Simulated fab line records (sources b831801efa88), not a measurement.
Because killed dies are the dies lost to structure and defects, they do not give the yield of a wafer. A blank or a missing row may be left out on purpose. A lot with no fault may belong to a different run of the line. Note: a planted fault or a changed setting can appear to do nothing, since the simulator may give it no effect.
One fault seen from 2 desks :: flow sky130 :: only its own numbers are on each desk; what lay behind them is given at the end

== THE METROLOGY DESK ==
Lot by lot, what the gauges showed, no matter which tool ran the lot: averages of those sampled wafers that carry a number. Marked OUT: a lot whose mean sits more than 4 standard deviations from the usual mean, which makes it out of limits; the brackets give that distance.
Columns: A = VT_ADJUST_LVTN_01_OVL at SKY_VT_ADJUST_LVTN_OVL_MEAS_18, usual -0.2 nm; B = cd_nm at SKY_VT_ADJUST_NCORE_CD_MEAS_07, usual 381.0 nm; C = VT_ADJUST_HVTR_OVL at SKY_VT_ADJUST_HVTR_OVL_MEAS_08, usual -0.5 nm
lot: L112
first seen here: day 7 17:46
A: -0.3
B: 381.4
C: 0.7

lot: L113
first seen here: day 7 22:38
A: -0.2
B: 380.1
C: -1.1

lot: L114
first seen here: day 8 02:56
A: -0.5
B: 381.2
C: -0.5

lot: L115
first seen here: day 8 07:25
A: 0.0
B: 380.1
C: 1.1

lot: L116
first seen here: day 8 09:52
A: 0.8
B: 380.9
C: -1.0

lot: L118
first seen here: day 8 15:49
A: -3.0
B: 380.3
C: -2.2

lot: L119
first seen here: day 8 17:40
A: -0.6
B: 382.7
C: -0.4

lot: L121
first seen here: day 9 00:32
A: -3.1
B: 385.5
C: -1.8

lot: L129
first seen here: day 17 15:14
A: 0.4
B: 384.4
C: -1.3

lot: L127
first seen here: day 17 15:25
A: 1.7
B: 380.1
C: 0.6

lot: L128
first seen here: day 17 16:11
A: -0.1
B: 379.8
C: 0.9

lot: L130
first seen here: day 17 17:01
A: -0.6
B: 378.6
C: -1.8

lot: L132
first seen here: day 17 17:19
A: -0.4
B: 380.2
C: 1.2

lot: L131
first seen here: day 17 18:20
A: 0.5
B: 379.8
C: 0.7
This desk's finding: nothing out of limits on any of the 14 lots.

== AT THE TOOL OWNER'S DESK: furnace-01 ==
The tool's own readings at SKY_SONOS_ONO_OXIDATION_00 (stabilise 600 s, purge 300 s, target thk 2.6 nm): means of the sampled wafers that have a number, for each lot that ran on this tool. Marked OUT: a lot whose mean sits more than 4 standard deviations from the usual mean, which makes it out of limits; the brackets give that distance.
Columns: A = ox_temp_c at SKY_SONOS_ONO_OXIDATION_00, usual 800.0 C; B = ox_temp_c_max at SKY_SONOS_ONO_OXIDATION_00, usual 803.1; C = spike_tc_bottom_C at SKY_SONOS_ONO_OXIDATION_00, usual 816.8 C; D = spike_tc_upper_C at SKY_SONOS_ONO_OXIDATION_00, usual 799.7 C
lot: L112
first seen here: day 10 09:41
A: 799.9
B: 802.7
C: 816.4
D: 798.4

lot: L113
first seen here: day 10 09:41
A: 800.1
B: 803.0
C: 815.9
D: 799.3

lot: L114
first seen here: day 10 19:34
A: 800.4
B: 803.4
C: 815.8
D: 798.7

lot: L115
first seen here: day 10 19:34
A: 800.3
B: 803.3
C: 815.7
D: 799.3

lot: L116
first seen here: day 11 07:58
A: 799.7
B: 802.9
C: 815.0
D: 799.6

lot: L121
first seen here: day 12 10:12
A: 800.1
B: 803.2
C: 815.7
D: 800.2

lot: L127
first seen here: day 22 17:38
A: 799.9
B: 803.3
C: 815.5
D: 799.5

lot: L128
first seen here: day 22 17:38
A: 799.7
B: 802.3
C: 815.7
D: 799.3
This desk's finding: nothing out of limits on any of the 8 lots.

== TAKEN TOGETHER ==
Nothing out of limits was seen by the metrology desk.
Nothing out of limits was seen by the tool owner's desk.

== WHAT THE SIMULATOR HAD PUT IN ==
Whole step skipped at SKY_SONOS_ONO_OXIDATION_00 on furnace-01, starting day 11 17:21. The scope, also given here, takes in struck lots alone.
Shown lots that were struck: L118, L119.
